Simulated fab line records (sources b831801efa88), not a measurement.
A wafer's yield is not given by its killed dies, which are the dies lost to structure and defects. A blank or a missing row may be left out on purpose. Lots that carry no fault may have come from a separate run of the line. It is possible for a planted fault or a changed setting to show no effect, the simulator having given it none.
A lot that was struck, set against a sound lot | flow sky130 | 17 steps out of a route of 708
Sound: wafers L680.3, L680.4, L680.6. Struck: wafer L688.2. At the end, the cause is stated.
At each step with rows: each side's tool, then ch and its chambers, then its first start. Under that, the readings that differ: sound wafers | struck wafers | difference of the means | sigmas: that difference in standard deviations of wafers without a fault.
alike: same words and numbers on both sides, and readings whose means sit less than 2 such deviations apart. not compared: any withheld reading, any reading some wafer has no value for, any bound like >300 that may hide the same value, and any number with overlapping values for which the record gives no deviation.
Wherever a step has rows on one side only, a row that says differs or no value, or a row with sigmas, the two part there. Non-overlapping numbers with no deviation appear without sigmas and do not part them. Lack of a reading on every wafer of one side parts them only where that side has two or more wafers.

first, 1 step without rows for these wafers: SKY_FIELD_ISO_DEVELOP_12 (develop time 60 s).
SKY_FIELD_ISO_CD_MEAS_13: the cd target is 150 nm.
  struck on cd_sem-02, day 3 21:49; sound on cd_sem-01, day 2 04:25
  alike: cd_nm
SKY_FIELD_ISO_ETCH_14: etches BARC in N2/H2, stops on SiO2, time 45.9 s, target depth 60 nm.
  sound on rie_diel-02 ch 0,1,2, day 2 04:29; struck on rie_diel-02 ch 0, day 3 21:55
  alike: chamber_pressure_mTorr, drypump_motor_current_A, h2_flow_sccm, oes_product_au, throttle_valve_pct
  not compared: rf_hours_counter_h
SKY_FIELD_ISO_ETCH_15: etches the open film in CHF3/O2, stops on Si, target depth 180 nm, time 72 s.
  sound on rie_diel-02 ch 0,1,2, day 2 04:32; struck on rie_diel-02 ch 0, day 3 21:57
  alike: O2_flow_sccm, chamber_pressure_mTorr, chf3_flow_sccm, drypump_motor_current_A, oes_product_au, throttle_valve_pct
  not compared: rf_hours_counter_h
SKY_FIELD_ISO_STRIP_16: strips in O2/N2.
  sound on plasma_asher-01 ch 0,1, day 2 04:37; struck on plasma_asher-01 ch 0, day 3 22:00
  reading                | sound | struck | difference                   | sigmas
  rf_hours_counter_h (h) | - - - | 38     | no value on the sound wafers |
  alike: chamber_pressure_mTorr, drypump_motor_current_A, oes_product_au, strip_time_to_endpoint_s
SKY_FIELD_ISO_ETCH_17: etches Si in HBr/Cl2/O2, target depth 342 nm, time 97.7 s.
  sound on rie_si-02 ch 0,3, day 2 04:41; struck on rie_si-01 ch 0, day 3 22:06
  alike: O2_flow_sccm, chamber_pressure_mTorr, drypump_motor_current_A, oes_product_au, throttle_valve_pct
  not compared: rf_hours_counter_h
then, 5 steps without rows for these wafers: SKY_FIELD_ISO_WET_ETCH_18 (etches Si3N4 in H3PO4, target depth 25 nm, time 286 s); SKY_FIELD_ISO_CLEAN_19 (cleans in SC1/SC2, time 150 s); SKY_FIELD_ISO_CLEAN_20 (cleans in dHF, time 20 s); SKY_FIELD_ISO_WET_ETCH_21 (etches SiO2 in dHF, target depth 20 nm, time 400 s); SKY_FIELD_ISO_OXIDATION_22 (stabilise 600 s, purge 300 s, target thk 10 nm).
SKY_FIELD_ISO_THK_MEAS_23:
  struck on film_metro-04, day 3 23:38; sound on film_metro-03, day 2 07:48
  reading                         | sound          | struck | difference | sigmas
  FIELD_ISO_OXIDATION_01_THK (nm) | 9.51 9.47 9.62 | 10.07  | +0.54      | +3
SKY_FIELD_ISO_CVD_24: deposits SiO2, target thk 595 nm, time 99.2 s.
  sound on hdpcvd-01 ch 0,1, day 2 07:52; struck on hdpcvd-01 ch 0, day 3 23:41
  reading                                    | sound             | struck | difference | sigmas
  model.SiO2_of_FIELD_ISO_CVD_24.thk_nm (nm) | 582.2 593.7 585.6 | 913.2  | +326.0     |
SKY_FIELD_ISO_THK_MEAS_25:
  struck on film_metro-01, day 3 23:59; sound on film_metro-04, day 2 07:58
  reading                   | sound       | struck | difference | sigmas
  FIELD_ISO_CVD_24_THK (nm) | 583 594 586 | 914    | +326       | +48
  not compared: hold
SKY_FIELD_ISO_CMP_27: polishes, stops on Si3N4, t overpolish 16 s, target thk 457.8 nm.
  sound on cmp-01 ch 2,3, day 2 10:37; struck on cmp-01 ch 0, day 4 10:11
  reading                | sound       | struck | difference | sigmas
  time_to_endpoint_s (s) | 112 115 114 | 172    | +58        | +18
  alike: motor_current_A
then, 1 step without rows for these wafers: SKY_FIELD_ISO_WET_ETCH_28 (etches SiO2 in dHF, target depth 23.7 nm, time 47 s).
SKY_PAD_OPEN_PROBE_99:
  rows exist in the record for the sound wafers here (prober-01, day 45 19:29), none for the struck ones

## WHERE THEY PART
Last at SKY_PAD_OPEN_PROBE_99 as far as this record goes, first at SKY_FIELD_ISO_STRIP_16.

WHY: whatever the simulator had introduced
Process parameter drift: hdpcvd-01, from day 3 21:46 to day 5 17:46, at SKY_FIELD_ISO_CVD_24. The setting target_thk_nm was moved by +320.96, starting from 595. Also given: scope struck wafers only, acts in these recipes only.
